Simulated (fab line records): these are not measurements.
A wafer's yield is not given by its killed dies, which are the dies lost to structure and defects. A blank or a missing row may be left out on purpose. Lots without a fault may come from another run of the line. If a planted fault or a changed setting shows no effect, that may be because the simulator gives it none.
Which of the tools did it? / flow gf180mcu / 6 lots with 16 wafers sampled at 2 steps, on a route of 602 steps

## WHAT EACH GAUGE READ, for each wafer
GF_SALICIDE_THK_MEAS_05: measures by xrf.
lot=L301; measured=day 15 21:22; on=filmMetro-02; SALICIDE_TIN_THK (nm)=19.54 19.66 19.53
lot=L303; measured=day 16 22:09; on=filmMetro-04; SALICIDE_TIN_THK (nm)=20.02 20.02 19.98
lot=L306; measured=day 17 18:20; on=filmMetro-01; SALICIDE_TIN_THK (nm)=19.53 19.72 19.62
lot=L308; measured=day 18 14:14; on=filmMetro-04; SALICIDE_TIN_THK (nm)=19.68 19.48 19.60
lot=L315; measured=day 21 05:46; on=filmMetro-01; SALICIDE_TIN_THK (nm)=26.08 19.99
lot=L318; measured=day 22 01:14; on=filmMetro-02; SALICIDE_TIN_THK (nm)=25.98 19.62

## TOOL THAT RAN EACH LOT (tool first, then ch and the chambers of the sampled wafers, then the start)
lot=L301; GF_SALICIDE_SPUTTER_03=pvdSputter-02, day 15 21:13
lot=L303; GF_SALICIDE_SPUTTER_03=pvdSputter-01, day 16 22:00
lot=L306; GF_SALICIDE_SPUTTER_03=pvdSputter-01, day 17 18:10
lot=L308; GF_SALICIDE_SPUTTER_03=pvdSputter-03, day 18 14:05
lot=L315; GF_SALICIDE_SPUTTER_03=pvdSputter-01, day 21 05:37
lot=L318; GF_SALICIDE_SPUTTER_03=pvdSputter-01, day 22 01:03
- GF_SALICIDE_SPUTTER_03: material TiN, target thk 20 nm, time 16.7 s.

## THE ANSWER, worked out from the rows above alone
Rule: the lots themselves supply what counts as usual. Put in order of their means at a reading, lots are off if they are a third of the lots or fewer, leave a main group of 4 or more, and stand apart from it by a gap of 3 or more times the standard deviation of the main group's means; of several such gaps the widest counts. A main group whose means are all the same, to the digits that the tables above print for the reading, isn't used. A lot without any number at a reading at which 4 lots or more have one is off too. Where the step has rows for the other lots, those lots are counted as sound.
Off: L315, L318, at GF_SALICIDE_THK_MEAS_05 (SALICIDE_TIN_THK). For the main group the mean is 19.70 nm and the standard deviation 0.18.
A tool fits if, at a process step before that reading, it ran every lot that is off, and no sound lot after the first of them. Those tools and the gauges at GF_SALICIDE_THK_MEAS_05 are tried in the same way. One fits: GF_SALICIDE_SPUTTER_03 on pvdSputter-01. Its last sound lot is L306 (day 17 18:10), its first lot that is off L315 (day 21 05:37): a fault that began between those two fits.

## WHAT WAS PUT IN BY THE SIMULATOR
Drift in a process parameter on pvdSputter-01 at GF_SALICIDE_SPUTTER_03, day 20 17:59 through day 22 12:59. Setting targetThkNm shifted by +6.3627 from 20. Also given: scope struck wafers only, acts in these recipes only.
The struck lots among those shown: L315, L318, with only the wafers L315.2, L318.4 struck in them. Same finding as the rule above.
